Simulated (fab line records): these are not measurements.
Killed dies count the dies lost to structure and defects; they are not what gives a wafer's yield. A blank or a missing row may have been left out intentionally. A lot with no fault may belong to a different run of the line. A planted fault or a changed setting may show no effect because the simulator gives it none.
Problem report in the 8D (eight disciplines) form, filled by code | flow gf180mcu | the parts of the form that need people (team, actions taken, sign-off) are left out

== 1. PROBLEM STATEMENT ==
Wafers free of any fault read 270.6 (standard deviation 2.5) for VT_IMPLANT_3_TW at GF_VT_IMPLANT_TW_MEAS_32, against a mean of 245.2 on 9 wafers of 3 lots. Measured from the usual mean, that is -10 standard deviations.
First seen on wafer L685.2, day 11 10:38, on film_metro-03. Wafers with a number at this step in the record: 42, from 14 lots. By rule, "out" or "out of limits" means more than 4 standard deviations away from the usual mean. The rest of the wafers with a number are treated as sound.

== 2. WHAT IT IS, AND WHAT IT ISN'T ==
question                    | is                           | is not
which readings at this step | VT_IMPLANT_3_TW              | -
which lots                  | L685, L686, L687             | L672, L673, L674, L675, L677, L678, L679, L688, L689, L690, L691
which wafers of those lots  | all that have a number       | -
read on which gauges        | film_metro-03, film_metro-04 | film_metro-01
when                        | from day 11 10:38            | up to then (21 sound wafers); but 12 sound wafers of L688, L689, L690, L691 came after

== 3. WHAT RULES OUT EACH SUSPECT ==
Counting: a tool at a process step up to the reading stays a suspect if it ran every lot that is out and no sound lot after the first of them.
- ruled out: the gauge at GF_VT_IMPLANT_TW_MEAS_32. Those wafers that are out were read across 2 gauges (film_metro-03, film_metro-04).
- implanter-04 at GF_VT_IMPLANT_IMPLANT_30: kept. It processed each lot that is out, first L685 at day 11 10:23, and no sound lot thereafter; up to then, the last sound lot it processed was L677 at day 9 03:30. On those wafers its own readings are out: dose_ions_cm2, faraday_current_uA.
The count leaves implanter-04 at GF_VT_IMPLANT_IMPLANT_30.

== 4. THE CAUSE (what the simulator had put in) ==
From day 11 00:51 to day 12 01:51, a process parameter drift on implanter-04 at GF_VT_IMPLANT_IMPLANT_30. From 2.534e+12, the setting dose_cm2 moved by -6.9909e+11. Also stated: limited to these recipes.
The count eliminated every tool but this one.

== 5. THE CHAIN OF EFFECTS, in route order ==
Each row: a reading where the mean over the struck wafers with a number is more than 3 standard deviations away from the usual. Readings are gone through only where the record gives a usual standard deviation; hours: the median, over the lots, of the time from a lot's start at the first step in this table giving one to that lot's start at this step; sigmas: the change measured in usual standard deviations.
hours | step                     | reading            | usual     | on struck wafers | change     | sigmas
0     | GF_VT_IMPLANT_IMPLANT_30 | dose_ions_cm2      | 2.534e+12 | 1.833e+12        | -7.010e+11 | -99 or more
0     | GF_VT_IMPLANT_IMPLANT_30 | faraday_current_uA | 14.27     | 10.34            | -3.93      | -15
0     | GF_VT_IMPLANT_TW_MEAS_32 | VT_IMPLANT_3_TW    | 270.6     | 245.2            | -25.4      | -10
Here are the process steps it includes:
- GF_VT_IMPLANT_IMPLANT_30
Later steps that measure or inspect, where all struck wafers having a row at the step show a number for every such reading and not one has moved that far: GF_HV_LDD_OVL_MEAS_08, GF_PSD_CD_MEAS_07, GF_SALICIDE_RS_MEAS_04.

== 6. HOW IT WOULD HAVE BEEN CAUGHT EARLIER ==
Counted from the fault's start at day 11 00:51, it took 10 hours until the first out-of-limits reading at a measuring or inspecting step in this record, taken at day 11 10:38.
The tool's own readings at GF_VT_IMPLANT_IMPLANT_30 were out on every struck wafer that the step has a row for (dose_ions_cm2, faraday_current_uA): an alarm limit on them would have fired on the first of those.
Among the 3 lots that are out, L686, L687 began GF_VT_IMPLANT_IMPLANT_30 on implanter-04 after day 11 10:38. A hold on the tool at that time would have spared those 2.
